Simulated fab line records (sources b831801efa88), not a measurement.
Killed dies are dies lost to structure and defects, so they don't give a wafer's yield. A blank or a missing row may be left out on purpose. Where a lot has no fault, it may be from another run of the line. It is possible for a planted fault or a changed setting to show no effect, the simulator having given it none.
Matching of chambers -- flow sky130 -- SKY_VIA3_ETCH_14 on rie diel-01: 4 sister chambers
The step etches BARC in N2/H2, stops on SiO2, time 45.9 s, target depth 60 nm. 4 wafers are shown with their chamber, then 7 later ones without.

== EACH WAFER AND ITS CHAMBER ==
wafer,chamber,drypump motor current A (A)
L752.2,3,5.3
L752.3,1,6.1
L759.2,0,5.9
L759.3,2,6.3

== WAFERS WITH NO CHAMBER GIVEN ==
wafer,drypump motor current A (A)
L759.5,5.9
L764.1,5.9
L764.2,6.2
L764.5,6.2
L763.1,6.3
L763.2,6.1
L763.4,6.2

== WHICH CHAMBER EACH ONE RAN IN ==
wafer,from the rows above,in truth
L759.5,0,0
L764.1,0,0
L764.2,can't be placed: 2 or 1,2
L764.5,can't be placed: 2 or 1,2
L763.1,2,2
L763.2,1,1
L763.4,can't be placed: 2 or 1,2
Correctly placed: 4 of 7. These rows do not allow placing 3 (true chamber among the candidates in 3). Placed wrongly: 0.
How it was worked out, from the rows above alone: a wafer's distance from a chamber is the root of the sum, over the readings, of the square of ((its reading less the chamber's mean) divided by the reading's scatter). If the next closest chamber is less than 2 further off than the closest, the wafer can't be placed; otherwise it belongs to the closest. A chamber's mean is the mean of its shown wafers. The scatter: root of mean squared gap, hidden wafer to nearest shown wafer, with one shown wafer a chamber.
